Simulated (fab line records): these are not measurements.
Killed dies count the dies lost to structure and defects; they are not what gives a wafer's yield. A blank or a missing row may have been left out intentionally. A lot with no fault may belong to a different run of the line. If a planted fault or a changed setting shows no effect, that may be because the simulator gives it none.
A struck lot beside a sound one || flow sky130 || 15 steps out of a route of 708
Sound: wafers L452.3, L452.5, L452.6. Struck: wafers L457.2, L457.3, L457.4. Last of all comes the cause.
Each step with rows lists, per side, the tool, then ch with its chambers, then its first start. Under that, the readings that differ: sound wafers || struck wafers || difference of the means || sigmas: that difference in standard deviations of wafers without a fault.
alike: same words and numbers on both sides, and readings whose means sit less than 2 such deviations apart. not compared: any withheld reading, any reading some wafer has no value for, any bound like >300 that may hide the same value, and any number with overlapping values for which the record gives no deviation.
A row with sigmas, a row that says differs or no value, or rows on one side alone: a step with any of these is where the two part. Numbers that have no deviation but don't overlap get no sigmas and don't part them. A reading missing from all wafers of one side parts the sides only when that side holds two or more wafers.

first, 1 step without rows for these wafers: SKY_VIA4_DEVELOP_10 (develop time 60 s).
SKY_VIA4_OVL_MEAS_11:
  sound: overlay-02 at day 44 19:23; struck: overlay-01 at day 46 04:04
  alike: VIA4_OVL
SKY_VIA4_ETCH_12: etches SiO2 in C4F8/O2/Ar, stops on TiN, target depth 580 nm.
  sound on rie-diel-03 ch 0,2,3, day 44 19:24; struck on rie-diel-02 ch 0,2,3, day 46 04:06
  alike: oes-product-au
SKY_VIA4_STRIP_13: strips in O2/N2.
  sound on plasma-asher-02 ch 0,1, day 44 19:31; struck on plasma-asher-03 ch 0,1, day 46 04:10
  alike: drypump-motor-current-A, oes-product-au, strip-time-to-endpoint-s
  not compared: rf-hours-counter-h
then, 3 steps without rows for these wafers: SKY_VIA4_STRIP_14 (strips in post etch residue remover, time 1200 s); SKY_VIA4_CLEAN_15 (cleans in IPA, time 180 s); SKY_VIA4_CLEAN_16 (cleans in O3/DIW).
SKY_VIA4_SPUTTER_17: material TiN, target thk 20 nm, time 80 s.
  sound: pvd-sputter-04 at day 44 20:06; struck: pvd-sputter-04 at day 46 04:48
  alike: cathode-dc-power-W, chamber-pressure-pa, throttle-valve-pct
then, 1 step without rows for these wafers: SKY_VIA4_CVD_18 (deposits W, target thk 505 nm, time 152.14 s).
SKY_VIA4_RS_MEAS_19: measures by four-point-probe.
  sound: film-metro-03 at day 44 20:22; struck: film-metro-03 at day 46 05:02
  alike: VIA4_W_RS
SKY_VIA4_THK_MEAS_20: measures by xrf.
  sound: film-metro-03 at day 44 20:28; struck: film-metro-03 at day 46 05:08
  alike: VIA4_W_THK
SKY_VIA4_CMP_21: polishes, stops on SiO2, t overpolish 25 s, target thk 0 nm.
  sound on cmp-02 ch 0,1,2, day 44 20:39; struck on cmp-01 ch 0,2,3, day 46 05:21
  alike: motor-current-A, overpolish-run-s, retaining-ring-pressure-frac, slurry-flow-ml-min, time-to-endpoint-s
SKY_METAL5_SPUTTER_00: material Ti, target thk 15 nm, time 10 s.
  sound: pvd-sputter-02 at day 44 20:48; struck: pvd-sputter-03 at day 46 05:36
  no value came back on the struck wafers for cathode-dc-power-W (W), chamber-pressure-pa (Pa), throttle-valve-pct (%); on the sound wafers cathode-dc-power-W (W) reads 3000.2 2999.4 2999.5
SKY_METAL5_SPUTTER_01: material TiN, target thk 20 nm, time 16.7 s.
  sound: pvd-sputter-02 at day 44 20:49; struck: pvd-sputter-03 at day 46 05:37
  alike: cathode-dc-power-W, chamber-pressure-pa, throttle-valve-pct
-- the record jumps here: 3 days lie between the struck wafers' starts before and after (it left off in module METAL5 and takes up again in module PAD_OPEN, whose first step shown is number 708 of the route) --
SKY_PAD_OPEN_PROBE_99:
  sound: prober-01 at day 47 12:48; struck: prober-02 at day 48 19:42
{"reading": "killed-at-front-end", "sound": "27 21 22", "struck": "17 7 13", "difference": -11, "sigmas": -3}
{"reading": "killed-open", "sound": "47 69 56", "struck": "41 38 45", "difference": -16, "sigmas": -2}
{"reading": "sort_bin_6_memory (%)", "sound": "7.3 7.3 9.3", "struck": "5.5 5.9 6.5", "difference": -2.0, "sigmas": -2}
{"reading": "model.etest.via4-chain.rc-ohm", "sound": "0.8017 0.8039 0.8033", "struck": "0.8492 0.8666 0.875", "difference": "+0.0606", "sigmas": ""}
  alike: defect-limited-yield, killed_at_M0_to_M3, killed_at_M4_up, killed-at-contacts, killed-at-other, killed-dies, killed-short, sort_bin_3_pad_short, sort_bin_5_function, sort-n-pass, sort-yield-pct

## WHERE THEY PART
Last at SKY_PAD_OPEN_PROBE_99 as far as this record goes, first at SKY_METAL5_SPUTTER_00.

WHY: the cause the simulator had injected
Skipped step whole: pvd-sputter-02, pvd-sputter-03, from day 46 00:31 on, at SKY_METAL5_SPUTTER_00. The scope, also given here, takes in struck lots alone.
